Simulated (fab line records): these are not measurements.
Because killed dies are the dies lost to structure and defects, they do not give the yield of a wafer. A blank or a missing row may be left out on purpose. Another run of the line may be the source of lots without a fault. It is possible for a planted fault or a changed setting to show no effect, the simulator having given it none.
Which tool did it? / flow sky130 / 9 lots with 27 wafers sampled at 5 steps, on a route of 708 steps

== WHAT THE GAUGES SHOWED, per wafer ==
SKY_METAL5_RS_MEAS_05: measurement is done with a four-point probe.
lot=L623; measured=day 43 12:56; on=film metro-01; METAL5_ALCU_RS (ohm/sq)=0.02646 0.02702 0.02657
lot=L624; measured=day 43 15:16; on=film metro-03; METAL5_ALCU_RS (ohm/sq)=0.02689 0.02715 0.02676
lot=L625; measured=day 44 09:25; on=film metro-03; METAL5_ALCU_RS (ohm/sq)=0.02674 0.02701 0.02725
lot=L626; measured=day 44 10:55; on=film metro-01; METAL5_ALCU_RS (ohm/sq)=0.02733 0.02698 0.02689
lot=L627; measured=day 44 15:54; on=film metro-03; METAL5_ALCU_RS (ohm/sq)=0.02676 0.02698 0.02683
lot=L634; measured=day 46 13:01; on=film metro-02; METAL5_ALCU_RS (ohm/sq)=0.02715 0.04301 0.02707
lot=L635; measured=day 46 19:33; on=film metro-03; METAL5_ALCU_RS (ohm/sq)=0.02711 0.02694 0.02676
lot=L642; measured=day 48 00:31; on=film metro-03; METAL5_ALCU_RS (ohm/sq)=0.02765 0.02724 0.02731
lot=L643; measured=day 48 10:14; on=film metro-03; METAL5_ALCU_RS (ohm/sq)=0.0266 0.02684 0.02714

== TOOL THAT RAN EACH LOT (tool first, then ch and the chambers of the sampled wafers, then the start) ==
lot=L623; SKY_CAP2M_SPUTTER_02=pvd sputter-01, day 40 10:56; SKY_CAP2M_METAL_ETCH_13=rie metal-01 ch 0,1, day 41 11:08; SKY_VIA4_STRIP_13=plasma asher-01 ch 0,1, day 43 11:29; SKY_METAL5_SPUTTER_02=pvd sputter-04, day 43 12:47
lot=L624; SKY_CAP2M_SPUTTER_02=pvd sputter-02, day 40 13:46; SKY_CAP2M_METAL_ETCH_13=rie metal-04 ch 0,1, day 41 14:04; SKY_VIA4_STRIP_13=plasma asher-04 ch 0,1, day 43 13:46; SKY_METAL5_SPUTTER_02=pvd sputter-02, day 43 15:09
lot=L625; SKY_CAP2M_SPUTTER_02=pvd sputter-02, day 41 09:13; SKY_CAP2M_METAL_ETCH_13=rie metal-03 ch 0,1, day 42 08:46; SKY_VIA4_STRIP_13=plasma asher-04 ch 0, day 44 07:54; SKY_METAL5_SPUTTER_02=pvd sputter-02, day 44 09:16
lot=L626; SKY_CAP2M_SPUTTER_02=pvd sputter-03, day 41 10:41; SKY_CAP2M_METAL_ETCH_13=rie metal-04 ch 0,1, day 42 09:58; SKY_VIA4_STRIP_13=plasma asher-04 ch 0,1, day 44 09:28; SKY_METAL5_SPUTTER_02=pvd sputter-02, day 44 10:48
lot=L627; SKY_CAP2M_SPUTTER_02=pvd sputter-03, day 41 14:53; SKY_CAP2M_METAL_ETCH_13=rie metal-03 ch 0,1, day 42 14:22; SKY_VIA4_STRIP_13=plasma asher-01 ch 0,1, day 44 14:27; SKY_METAL5_SPUTTER_02=pvd sputter-04, day 44 15:47
lot=L634; SKY_CAP2M_SPUTTER_02=pvd sputter-02, day 43 17:56; SKY_CAP2M_METAL_ETCH_13=rie metal-01 ch 1, day 44 15:46; SKY_VIA4_STRIP_13=plasma asher-02 ch 0,1, day 46 11:31; SKY_METAL5_SPUTTER_02=pvd sputter-02, day 46 12:54
lot=L635; SKY_CAP2M_SPUTTER_02=pvd sputter-03, day 44 00:16; SKY_CAP2M_METAL_ETCH_13=rie metal-01 ch 0,1, day 44 22:18; SKY_VIA4_STRIP_13=plasma asher-04 ch 0,1, day 46 17:50; SKY_METAL5_SPUTTER_02=pvd sputter-01, day 46 19:23
lot=L642; SKY_CAP2M_SPUTTER_02=pvd sputter-02, day 45 07:47; SKY_CAP2M_METAL_ETCH_13=rie metal-01 ch 0,1, day 46 04:23; SKY_VIA4_STRIP_13=plasma asher-02 ch 0,1, day 47 22:51; SKY_METAL5_SPUTTER_02=pvd sputter-01, day 48 00:23
lot=L643; SKY_CAP2M_SPUTTER_02=pvd sputter-03, day 45 19:20; SKY_CAP2M_METAL_ETCH_13=rie metal-01 ch 0,1, day 46 16:17; SKY_VIA4_STRIP_13=plasma asher-01 ch 0,1, day 48 08:46; SKY_METAL5_SPUTTER_02=pvd sputter-04, day 48 10:07
- SKY_CAP2M_SPUTTER_02: material TiN, target thk 200 nm, time 166.7 s.
- SKY_CAP2M_METAL_ETCH_13: etches TiN in Cl2/BCl3, stops on SiO2, target depth 220 nm, time 62.9 s.
- SKY_VIA4_STRIP_13: strips in O2/N2.
- SKY_METAL5_SPUTTER_02: material AlCu, target thk 1150 nm, time 61.2 s.

== THE ANSWER, worked out from the rows above alone ==
Rule: usual is defined by the lots themselves. The widest of any qualifying gaps counts: lots, ordered by their means at a reading, are off when they make up no more than a third of the lots, leave a main group of 4 or more, and stand apart from it by 3 or more times the standard deviation of that group's means. A main group whose means are all the same, to the digits that the tables above print for the reading, isn't used. Also off: a lot with no number at a reading for which 4 or more lots have one. Where the step has rows for the other lots, those lots are counted as sound.
Off: L634, seen at SKY_METAL5_RS_MEAS_05 (METAL5_ALCU_RS). For the main group the mean is 0.02697 ohm/sq and the standard deviation 0.0002.
If a tool, at a process step before that reading, ran all the lots that are off and no sound lot after the first of them, it fits. Those tools and the gauges at SKY_METAL5_RS_MEAS_05 are tried in the same way. 2 tools fit, pvd sputter-02 at SKY_METAL5_SPUTTER_02 and film metro-02 at SKY_METAL5_RS_MEAS_05, so this cannot tell which one it is.

== WHAT THE SIMULATOR HAD INSERTED ==
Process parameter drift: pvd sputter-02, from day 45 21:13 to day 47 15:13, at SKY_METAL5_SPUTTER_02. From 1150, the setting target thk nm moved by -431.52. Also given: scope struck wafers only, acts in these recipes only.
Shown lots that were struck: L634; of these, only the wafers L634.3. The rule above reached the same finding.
